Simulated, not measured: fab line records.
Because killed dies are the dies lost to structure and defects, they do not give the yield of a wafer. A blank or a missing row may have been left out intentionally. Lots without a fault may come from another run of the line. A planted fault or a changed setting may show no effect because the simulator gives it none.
Which of the tools did it? :: flow gf180mcu :: 14 lots, 42 wafers sampled, at 3 steps of a route of 602

## WHAT THE GAUGES READ, wafer by wafer
GF_TOP_METAL_CD_MEAS_14: the cd target is 440 nm. Usual: cd-nm at 440.5 nm, with a standard deviation of 2.2.
lot: L956
measured: day 28 01:19
on: cd-sem-02
cd-nm (nm): 441.9 444.0 441.9
flag: 

lot: L960
measured: day 29 07:05
on: cd-sem-01
cd-nm (nm): 439.4 439.3 441.4
flag: 

lot: L962
measured: day 30 03:40
on: cd-sem-01
cd-nm (nm): 441.5 441.9 442.2
flag: 

lot: L964
measured: day 30 14:37
on: cd-sem-01
cd-nm (nm): 435.1 438.5 435.4
flag: 

lot: L965
measured: day 30 19:38
on: cd-sem-01
cd-nm (nm): 438.2 438.2 438.5
flag: 

lot: L966
measured: day 31 03:32
on: cd-sem-01
cd-nm (nm): 441.5 443.1 441.6
flag: 

lot: L967
measured: day 31 06:36
on: cd-sem-02
cd-nm (nm): 439.7 441.7 442.1
flag: 

lot: L968
measured: day 31 12:25
on: cd-sem-02
cd-nm (nm): 443.1 444.1 440.6
flag: 

lot: L971
measured: day 32 09:16
on: cd-sem-02
cd-nm (nm): 440.1 439.0 440.2
flag: 

lot: L972
measured: day 32 12:27
on: cd-sem-02
cd-nm (nm): 439.4 439.8 440.5
flag: 

lot: L974
measured: day 33 06:34
on: cd-sem-02
cd-nm (nm): 441.8 445.0 442.6
flag: 

lot: L976
measured: day 33 18:59
on: cd-sem-01
cd-nm (nm): 441.9 442.5 440.4
flag: 

lot: L979
measured: day 34 08:08
on: cd-sem-01
cd-nm (nm): 444.5 444.8 444.6
flag: 

lot: L978
measured: day 34 10:55
on: cd-sem-01
cd-nm (nm): 444.1 440.3 442.1
flag: 

GF_PASSIVATION_THK_MEAS_03. Usual: PASSIVATION_CVD_02_THK typically reads 703 nm, with standard deviation 9.6.
lot: L956
measured: day 28 02:46
on: film-metro-01
PASSIVATION_CVD_02_THK (nm): 703 710 708
flag: 

lot: L960
measured: day 29 08:26
on: film-metro-02
PASSIVATION_CVD_02_THK (nm): 697 706 714
flag: 

lot: L962
measured: day 30 05:00
on: film-metro-04
PASSIVATION_CVD_02_THK (nm): 692 704 707
flag: 

lot: L964
measured: day 30 16:05
on: film-metro-01
PASSIVATION_CVD_02_THK (nm): 695 710 709
flag: 

lot: L965
measured: day 30 21:10
on: film-metro-01
PASSIVATION_CVD_02_THK (nm): 702 702 699
flag: 

lot: L966
measured: day 31 05:04
on: film-metro-01
PASSIVATION_CVD_02_THK (nm): 695 709 708
flag: 

lot: L967
measured: day 31 08:02
on: film-metro-01
PASSIVATION_CVD_02_THK (nm): 706 713 721
flag: 

lot: L968
measured: day 31 13:44
on: film-metro-02
PASSIVATION_CVD_02_THK (nm): 692 727 699
flag: 

lot: L971
measured: day 32 10:37
on: film-metro-01
PASSIVATION_CVD_02_THK (nm): 701 696 697
flag: 

lot: L972
measured: day 32 13:45
on: film-metro-02
PASSIVATION_CVD_02_THK (nm): 701 719 712
flag: 

lot: L974
measured: day 33 07:52
on: film-metro-01
PASSIVATION_CVD_02_THK (nm): 700 681 684
flag: 

lot: L976
measured: day 33 20:17
on: film-metro-02
PASSIVATION_CVD_02_THK (nm): 711 710 727
flag: 

lot: L979
measured: day 34 09:27
on: film-metro-01
PASSIVATION_CVD_02_THK (nm): 694 703 706
flag: 

lot: L978
measured: day 34 12:13
on: film-metro-02
PASSIVATION_CVD_02_THK (nm): 698 705 717
flag: 

## WHAT TOOL EACH LOT RAN ON (gives the tool, then ch and the chambers of the sampled wafers, and finally the start)
lot: L956
GF_TOP_METAL_SPUTTER_02: pvd-sputter-03, day 27 05:17

lot: L960
GF_TOP_METAL_SPUTTER_02: pvd-sputter-01, day 28 11:55

lot: L962
GF_TOP_METAL_SPUTTER_02: pvd-sputter-01, day 29 08:53

lot: L964
GF_TOP_METAL_SPUTTER_02: pvd-sputter-03, day 29 20:33

lot: L965
GF_TOP_METAL_SPUTTER_02: pvd-sputter-03, day 30 00:57

lot: L966
GF_TOP_METAL_SPUTTER_02: pvd-sputter-01, day 30 09:28

lot: L967
GF_TOP_METAL_SPUTTER_02: pvd-sputter-03, day 30 13:27

lot: L968
GF_TOP_METAL_SPUTTER_02: pvd-sputter-03, day 30 18:34

lot: L971
GF_TOP_METAL_SPUTTER_02: pvd-sputter-02, day 31 16:28

lot: L972
GF_TOP_METAL_SPUTTER_02: pvd-sputter-02, day 31 20:01

lot: L974
GF_TOP_METAL_SPUTTER_02: pvd-sputter-01, day 32 14:56

lot: L976
GF_TOP_METAL_SPUTTER_02: pvd-sputter-01, day 33 03:28

lot: L979
GF_TOP_METAL_SPUTTER_02: pvd-sputter-02, day 33 17:20

lot: L978
GF_TOP_METAL_SPUTTER_02: pvd-sputter-02, day 33 19:26
- GF_TOP_METAL_SPUTTER_02: material AlCu, target thk 900 nm, time 47.82 s.

## WHAT THE TOOLS THEMSELVES READ (means of the sampled wafers that have a number; where no wafer has one, the mark that the record gives instead)
GF_TOP_METAL_SPUTTER_02. Usual: throttle-valve-pct at 30.4 %, with a standard deviation of 0.93.
lot: L956
tool: pvd-sputter-03
throttle-valve-pct (%): 29.8
flag: 

lot: L960
tool: pvd-sputter-01
throttle-valve-pct (%): 30.6
flag: 

lot: L962
tool: pvd-sputter-01
throttle-valve-pct (%): 30.8
flag: 

lot: L964
tool: pvd-sputter-03
throttle-valve-pct (%): 29.7
flag: 

lot: L965
tool: pvd-sputter-03
throttle-valve-pct (%): 29.7
flag: 

lot: L966
tool: pvd-sputter-01
throttle-valve-pct (%): 30.3
flag: 

lot: L967
tool: pvd-sputter-03
throttle-valve-pct (%): 30.7
flag: 

lot: L968
tool: pvd-sputter-03
throttle-valve-pct (%): 30.2
flag: 

lot: L971
tool: pvd-sputter-02
throttle-valve-pct (%): 30.0
flag: 

lot: L972
tool: pvd-sputter-02
throttle-valve-pct (%): 30.1
flag: 

lot: L974
tool: pvd-sputter-01
throttle-valve-pct (%): 30.7
flag: 

lot: L976
tool: pvd-sputter-01
throttle-valve-pct (%): 30.5
flag: 

lot: L979
tool: pvd-sputter-02
throttle-valve-pct (%): 31.0
flag: 

lot: L978
tool: pvd-sputter-02
throttle-valve-pct (%): 30.3
flag: 

## THE ANSWER, worked out from the rows above alone
Rule: take the mean of a lot's wafers that have a number; if it is more than 3 standard deviations from the usual mean, the lot is off. Also off: a lot with no number at a reading for which 4 or more lots have one. All remaining lots with rows at the step are treated as sound. Order of review: gauges by route order, followed by the tools' own readings, for which a lot's mean as printed above is used. The first step at which some lot is off is used, and at that step the reading that is off furthest; a lot without a number counts as furthest.
No lot is off on any of the readings shown, so nothing can be concluded from this.

## WHAT THE SIMULATOR HAD PUT IN
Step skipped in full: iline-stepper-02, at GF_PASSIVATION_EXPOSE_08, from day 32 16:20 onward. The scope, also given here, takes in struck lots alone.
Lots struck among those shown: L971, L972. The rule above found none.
